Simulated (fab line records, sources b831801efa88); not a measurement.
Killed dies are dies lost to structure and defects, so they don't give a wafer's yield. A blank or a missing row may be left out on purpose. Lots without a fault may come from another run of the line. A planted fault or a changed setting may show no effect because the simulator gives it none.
A struck lot beside a sound one | flow gf180mcu | 15 steps out of a route of 602
Sound: wafers L700.1, L700.3, L700.5. Struck: wafers L717.1, L717.2, L717.6. The cause comes at the end.
At each step with rows: each side's tool, then ch and its chambers, then its first start. Under that, the readings that differ: sound wafers | struck wafers | difference of the means | sigmas: that difference in standard deviations of wafers without a fault.
alike: readings whose means differ by less than 2 such deviations, and words and numbers that are the same on both sides. not compared: withheld readings, readings that some wafer has no value for, bounds like >300 that may hide the same value, and numbers for which the record gives no deviation and whose values overlap.
The two part at a step that has a row with sigmas, a row that says differs or no value, or rows on one side only. Numbers that don't overlap but have no deviation are shown without sigmas and don't part them. A reading that every wafer of one side lacks parts them only if that side has two wafers or more.

first, 4 steps without rows for these wafers: GF_HV_LDD_IMPLANT_33; GF_HV_LDD_IMPLANT_34; GF_HV_LDD_IMPLANT_35; GF_HV_LDD_IMPLANT_36.
GF_HV_LDD_STRIP_37: strips in O2/N2.
  sound on plasma_asher-03 ch 0,1, day 11 13:15; struck on plasma_asher-02 ch 0,1, day 17 06:15
  alike: drypump_motor_current_A, heater_power_w, oes_product_au, strip_time_to_endpoint_s
  not compared: rf_hours_counter_h
GF_HV_LDD_TW_MEAS_38:
  sound on film_metro-03, day 11 13:21; struck on film_metro-03, day 17 06:21
  alike: HV_LDD_3_TW
then, 6 steps without rows for these wafers: GF_HV_LDD_DEHYDRATE_39 (time 60 s); GF_HV_LDD_HMDS_40 (prime time 60 s); GF_HV_LDD_COAT_41 (resist thk 1000 nm); GF_HV_LDD_SOFTBAKE_42 (time 60 s); GF_HV_LDD_EXPOSE_43 (exposes mask Pplus HV AREA, target cd 400 nm); GF_HV_LDD_PEB_44.
GF_HV_LDD_DEVELOP_45: develop time 60 s.
  sound on litho_track-02 ch 0, day 12 08:05; struck on litho_track-04 ch 0, day 18 05:38
  reading              | sound             | struck            | difference | sigmas
  developer_temp_C (C) | 23.05 23.04 22.99 | 23.95 23.94 23.94 | +0.92      | +8
GF_HV_LDD_CD_MEAS_46: target cd 400 nm.
  sound on cd_sem-02, day 12 08:14; struck on cd_sem-01, day 18 05:47
  alike: cd_nm
-- the record jumps here: 16 days lie between the struck wafers' starts before and after (it left off in module HV_LDD and takes up again in module PASSIVATION, whose first step shown is number 602 of the route) --
GF_PASSIVATION_PROBE_99:
  the record has rows for the struck wafers here (prober-02, day 33 20:05) and none for the sound ones

WHERE THEY PART
First at GF_HV_LDD_DEVELOP_45; last, within this record, at GF_PASSIVATION_PROBE_99.

WHY: what the simulator had put in
Process parameter drift: litho_track-04, from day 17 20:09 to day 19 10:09, at GF_HV_LDD_DEVELOP_45. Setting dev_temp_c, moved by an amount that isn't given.
